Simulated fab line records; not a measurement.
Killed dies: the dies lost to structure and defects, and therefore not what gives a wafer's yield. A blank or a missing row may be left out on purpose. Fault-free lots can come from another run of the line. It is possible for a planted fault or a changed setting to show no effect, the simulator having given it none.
Which of the tools did it? || flow gf180mcu || Sampling: 7 lots, 21 wafers, 2 of 602 route steps

== WHAT THE GAUGES READ, wafer by wafer ==
GF_HV_LDD_TW_MEAS_38.
{"lot": "L450", "measured": "day 12 08:20", "on": "film_metro-02", "HV_LDD_3_TW": "1422 1430 1430"}
{"lot": "L452", "measured": "day 12 20:04", "on": "film_metro-04", "HV_LDD_3_TW": "1402 1403 1399"}
{"lot": "L454", "measured": "day 13 09:44", "on": "film_metro-01", "HV_LDD_3_TW": "1438 1438 1430"}
{"lot": "L458", "measured": "day 14 22:52", "on": "film_metro-04", "HV_LDD_3_TW": "1403 1414 1413"}
{"lot": "L460", "measured": "day 15 18:16", "on": "film_metro-04", "HV_LDD_3_TW": "1415 1416 1419"}
{"lot": "L466", "measured": "day 17 15:58", "on": "film_metro-02", "HV_LDD_3_TW": "1533 1532 1532 1534 1529 1530"}
{"lot": "L471", "measured": "day 19 06:13", "on": "film_metro-01", "HV_LDD_3_TW": "1451 1446 1449"}

== WHICH TOOL RAN EACH LOT (tool, then ch and the chambers of the sampled wafers, then the start) ==
{"lot": "L450", "GF_HV_LDD_IMPLANT_36": "implanter-01 ch 0, day 12 08:07"}
{"lot": "L452", "GF_HV_LDD_IMPLANT_36": "implanter-01 ch 0, day 12 19:49"}
{"lot": "L454", "GF_HV_LDD_IMPLANT_36": "implanter-02 ch 0, day 13 09:29"}
{"lot": "L458", "GF_HV_LDD_IMPLANT_36": "implanter-01 ch 0, day 14 22:37"}
{"lot": "L460", "GF_HV_LDD_IMPLANT_36": "implanter-01 ch 0, day 15 18:01"}
{"lot": "L466", "GF_HV_LDD_IMPLANT_36": "implanter-02 ch 0, day 17 15:25"}
{"lot": "L471", "GF_HV_LDD_IMPLANT_36": "implanter-03 ch 0, day 19 05:58"}
- GF_HV_LDD_IMPLANT_36

== THE ANSWER, worked out from the rows above alone ==
Rule: what is usual is taken from the lots themselves. Put in order of their means at a reading, lots are off if they are a third of the lots or fewer, leave a main group of 4 or more, and stand apart from it by a gap of 3 or more times the standard deviation of the main group's means; of several such gaps the widest counts. A main group whose means are all the same, to the digits that the tables above print for the reading, isn't used. Also off: a lot with no number at a reading for which 4 or more lots have one. Any other lot the step has rows for is counted as sound.
Off: at GF_HV_LDD_TW_MEAS_38 (HV_LDD_3_TW), L466. For the main group the mean is 1423 and the standard deviation 16.
A tool fits if, at a process step before that reading, it ran every lot that is off, and no sound lot after the first of them. Gauges at GF_HV_LDD_TW_MEAS_38: tried the same way as those tools. This does not decide it: 2 tools fit, namely implanter-02 at GF_HV_LDD_IMPLANT_36 and film_metro-02 at GF_HV_LDD_TW_MEAS_38.

== WHAT THE SIMULATOR HAD INSERTED ==
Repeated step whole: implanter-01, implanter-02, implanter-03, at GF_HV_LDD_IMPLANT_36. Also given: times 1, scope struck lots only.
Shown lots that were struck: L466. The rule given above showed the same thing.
